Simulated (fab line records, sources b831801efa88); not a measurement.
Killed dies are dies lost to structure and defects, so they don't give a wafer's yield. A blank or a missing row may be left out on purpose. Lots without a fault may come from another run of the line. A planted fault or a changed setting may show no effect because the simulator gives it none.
fab line records | flow sfq_line | part 2 of 2: steps 31 to 41 of 41
record lots=5 wafers=15 last_day=91
route steps=325 shown I4@165 JJ@178 M5@198
lots that met no fault: from a run of the same line without faults
start_h: hours from the record's first day to the start of the lot's first wafer shown | wait_h: hours since the lot's step before | " the same as in the row above | L1.1+2: a row that stands for several wafers | - no value, or no start given | * or withheld: withheld | < > ~ a bound
route shown NAME@n: a module of which the file shows steps, and the number in the route of the first | usual: mean/standard deviation of fault-free wafers | same: alike in all rows | chamber/n: place in a boat | sites: the reading at each site | _std_site: their standard deviation | _edge_site: outer sites' mean less inner sites' | radius_mm: how far each site lies from the wafer's centre | mask NAME#n: copy n | behind: the tool/chamber that last shaped the wafer | hold: why the lot was held/for how many hours/how that ended | device: the transistor (n, p or np) that didn't switch | end of line: the same wafers' tests at the end of the route | a step without rows: its recipe alone | killed: dies lost to structure and defects at the first sort, not the wafer's yield | map: a wafer's dies, x killed, . not, _ none there
set.NAME: the setting as run; set.NAME@STEP: as run at that earlier step | model.NAME: the simulator's own value behind a step, which no gauge read
lots at some steps of the route; a table a step, a row a wafer
services: from which hour (start_h, from the record's first day; less than 0 if before it) a tool's chamber was out of use, for how many hours, and why
## steps
# step SFQ_TRILAYER_JJ_CE_STRIP_STRIP_120
# recipe gas=O2 power_w=200 platen_temp_c=40 overash_fraction=0.65 chemistry=O2 pressure_mtorr=50
# usual drypump_motor_current_A=5.8/0.35 oes_product_au=1.001/0.0098
# columns lot.wafer tool chamber start_h wait_h drypump_motor_current_A oes_product_au rf_hours_counter_h
L075.1 rie_metal-01 1 1320.77 0.0 5.5 0.987 27
L075.3 " 1 " " 5.5 1.002 -
L075.4 " 0 " " 5.5 0.995 -
L087.1 rie_metal-01 1 1335.17 0.0 5.4 0.997 31
L087.2 " 0 " " 5.5 0.998 53
L087.6 " 0 " " 5.5 1.007 -
L091.2 rie_metal-01 0 1411.26 0.0 5.5 0.982 62
L091.3 " 0 " " 5.5 1.002 -
L091.6 " 1 " " 5.4 1.005 -
L093.1 rie_metal-02 1 1421.11 0.0 6.3 1.010 29
L093.3 " 1 " " 6.3 1.014 -
L093.4 " 0 " " 5.5 1.002 -
L094.2 rie_metal-02 0 1473.54 0.0 5.5 0.999 122
L094.4 " 0 " " 5.5 1.008 -
L094.6 " 0 " " 5.5 0.997 -
# step SFQ_TRILAYER_JJ_CE_STRIP_SOLV_CLEAN_121
# recipe chemistry=NMP temp_c=70 time_s=600
# columns lot.wafer tool chamber start_h wait_h
L075.1+3+4 wet_bench-04 0,6,2 1321.37 0.4
L087.1+2+6 wet_bench-02 4,7,6 1335.77 0.4
L091.2+3+6 wet_bench-01 4,1,7 1411.86 0.4
L093.1+3+4 wet_bench-01 6,2,1 1421.71 0.4
L094.2+4+6 wet_bench-04 1,3,6 1474.14 0.4
# step SFQ_TRILAYER_M5_LITHO_COAT_128
# recipe resist=BARC spin_rpm=3000 resist_thk_nm=62
# columns lot.wafer tool chamber start_h wait_h
L075.1+3+4 litho_track-03 0 1321.55 0.0
L087.1+2+6 litho_track-01 0 1335.95 0.0
L091.2+3+6 litho_track-01 0 1412.08 0.1
L093.1+3+4 litho_track-01 0 1421.88 0.0
L094.2+4+6 litho_track-01 0 1474.36 0.1
# step SFQ_TRILAYER_M5_LITHO_COAT_123
# recipe resist=KrF spin_rpm=3000 resist_thk_nm=600
# columns lot.wafer tool chamber start_h wait_h
L075.1+3+4 litho_track-03 0 1321.85 0.2
L087.1+2+6 litho_track-01 0 1336.25 0.2
L091.2+3+6 litho_track-01 0 1412.38 0.2
L093.1+3+4 litho_track-01 0 1422.18 0.2
L094.2+4+6 litho_track-01 0 1474.66 0.2
# step SFQ_TRILAYER_M5_LITHO_SOFTBAKE_127
# recipe temp_c=withheld time_s=withheld resist=KrF
# columns lot.wafer tool chamber start_h wait_h
L075.1+3+4 litho_track-03 0 1322.15 0.2
L087.1+2+6 litho_track-01 0 1336.55 0.2
L091.2+3+6 litho_track-01 0 1412.66 0.2
L093.1+3+4 litho_track-01 0 1422.48 0.2
L094.2+4+6 litho_track-01 0 1474.94 0.2
# step SFQ_TRILAYER_M5_LITHO_EXPOSE_124
# recipe mask_id=M5 na=0.6 source_shape=conventional sigma_outer=0.65 target_cd_nm=700 dose_mj=14.4
# columns lot.wafer tool chamber start_h wait_h mask
L075.1+3+4 krf_scanner-01 0 1429.75 - M5#0
L087.1+2+6 krf_scanner-02 0 1462.83 - M5#0
L091.2+3+6 krf_scanner-02 0 1539.62 - M5#0
L093.1+3+4 krf_scanner-02 0 1546.62 - M5#0
L094.2+4+6 krf_scanner-02 0 1590.02 - M5#0
# step SFQ_TRILAYER_M5_LITHO_PEB_126
# recipe peb_temp_c=115 peb_time_s=60 resist=KrF
# columns lot.wafer tool chamber start_h wait_h
L075.1+3+4 litho_track-01 0 1430.95 1.0
L087.1+2+6 litho_track-02 0 1464.03 1.0
L091.2+3+6 litho_track-03 0 1540.64 0.8
L093.1+3+4 litho_track-02 0 1547.82 1.0
L094.2+4+6 litho_track-01 0 1591.04 0.8
# step SFQ_TRILAYER_M5_LITHO_DEVELOP_125
# recipe time_s=60 resist=KrF
# columns lot.wafer tool chamber start_h wait_h
L075.1+3+4 litho_track-01 0 1431.10 0.1
L087.1+2+6 litho_track-02 0 1464.18 0.1
L091.2+3+6 litho_track-03 0 1540.79 0.1
L093.1+3+4 litho_track-02 0 1547.97 0.1
L094.2+4+6 litho_track-01 0 1591.19 0.1
# step SFQ_M5_OVL_MEAS_932
# usual M5_OVL=0/5.3
# columns lot.wafer tool chamber start_h wait_h M5_OVL[nm]
L075.1 overlay-01 - 1431.25 0.1 -5
L075.3 " - " " -3
L075.4 " - " " -6
L087.1 overlay-02 - 1464.33 0.1 7
L087.2 " - " " 10
L087.6 " - " " 1
L091.2 overlay-01 - 1540.92 0.1 1
L091.3 " - " " 0
L091.6 " - " " -1
L093.1 overlay-01 - 1548.12 0.1 2
L093.3 " - " " -3
L093.4 " - " " -6
L094.2 overlay-02 - 1591.32 0.1 -5
L094.4 " - " " 5
L094.6 " - " " 5
# step SFQ_TRILAYER_M5_BARC_OPEN_METAL_ETCH_161
# recipe mask_material=PR chemistry=O2 target_depth_nm=125 target=BARC icp_w=600 bias_w=80 pressure_mtorr=10 time_s=41.7
# usual drypump_motor_current_A=5.8/0.34 oes_product_au=0.685/0.0046
# columns lot.wafer tool chamber start_h wait_h drypump_motor_current_A oes_product_au rf_hours_counter_h
L075.1 rie_metal-03 1 1431.29 0.0 5.7 0.680 10
L075.3 " 0 " " 5.9 0.685 -
L075.4 " 1 " " 5.8 0.689 -
L087.1 rie_metal-02 0 1464.36 0.0 5.5 0.685 121
L087.2 " 1 " " 6.3 0.685 35
L087.6 " 0 " " 5.5 0.685 -
L091.2 rie_metal-03 0 1540.95 0.0 5.9 0.692 61
L091.3 " 1 " " 5.8 0.686 -
L091.6 " 1 " " 5.7 0.677 -
L093.1 rie_metal-02 1 1548.15 0.0 6.3 0.686 48
L093.3 " 1 " " 6.3 0.684 -
L093.4 " 0 " " 5.5 0.682 -
L094.2 rie_metal-02 1 1591.35 0.0 6.3 0.680 53
L094.4 " 0 " " 5.5 0.679 -
L094.6 " 0 " " 5.4 0.679 -
# step SFQ_TRILAYER_M5_ETCH_METAL_ETCH_126
# recipe target=Nb stop_on=SiO2 mask_material=PR over_etch_frac=0.15 time_s=203.2 chemistry=Cl2/BCl3 target_depth_nm=265 icp_w=600 bias_w=80 pressure_mtorr=10
# usual drypump_motor_current_A=5.8/0.34 oes_product_au=0.728/0.0057
# same over_etch_frac=0.15
# columns lot.wafer tool chamber start_h wait_h drypump_motor_current_A oes_product_au rf_hours_counter_h
L075.1 rie_metal-03 1 1431.34 0.0 5.7 0.721 10
L075.3 " 0 " " 5.9 0.733 -
L075.4 " 1 " " 5.7 0.717 -
L087.1 rie_metal-02 0 1464.42 0.0 5.5 0.731 121
L087.2 " 1 " " 6.3 0.737 35
L087.6 " 0 " " 5.5 0.739 -
L091.2 rie_metal-03 0 1541.01 0.0 5.9 0.717 61
L091.3 " 1 " " 5.7 0.727 -
L091.6 " 1 " " 5.7 0.723 -
L093.1 rie_metal-02 1 1548.21 0.0 6.3 0.727 49
L093.3 " 1 " " 6.3 0.731 -
L093.4 " 0 " " 5.5 0.734 -
L094.2 rie_metal-02 1 1591.41 0.0 6.3 0.721 54
L094.4 " 0 " " 5.5 0.726 -
L094.6 " 0 " " 5.5 0.724 -
## services
# columns tool chamber start_h hours kind
rie_metal-04 - 1038.78 0.9 repair
krf_scanner-02 - 1046.12 3.6 pm
rie_metal-02 - 1053.20 2.8 pm
krf_scanner-02 - 1061.77 4.4 pm
krf_scanner-02 - 1085.56 2.3 repair
krf_scanner-02 - 1089.49 0.8 pm
krf_scanner-02 - 1162.37 1.3 pm
krf_scanner-02 - 1168.73 1.3 repair
krf_scanner-02 - 1171.47 1.0 pm
rie_metal-04 - 1183.46 2.8 pm
rie_metal-02 1 1216.63 4.5 repair
krf_scanner-02 - 1258.77 0.8 pm
rie_metal-04 - 1271.19 2.3 repair
rie_metal-02 0 1274.11 13.3 repair
krf_scanner-02 - 1292.39 2.4 repair
rie_metal-04 - 1306.57 0.8 repair
pvd_sputter-05 - 1307.48 6.8 repair
pvd_sputter-04 - 1335.63 0.8 repair
rie_metal-04 1 1376.83 8.4 repair
pvd_sputter-05 - 1389.30 0.8 repair
pvd_sputter-04 - 1405.97 4.9 repair
rie_metal-04 - 1447.71 1.4 pm
pvd_sputter-05 - 1556.15 9.3 repair
pvd_sputter-04 - 1556.90 1.9 repair
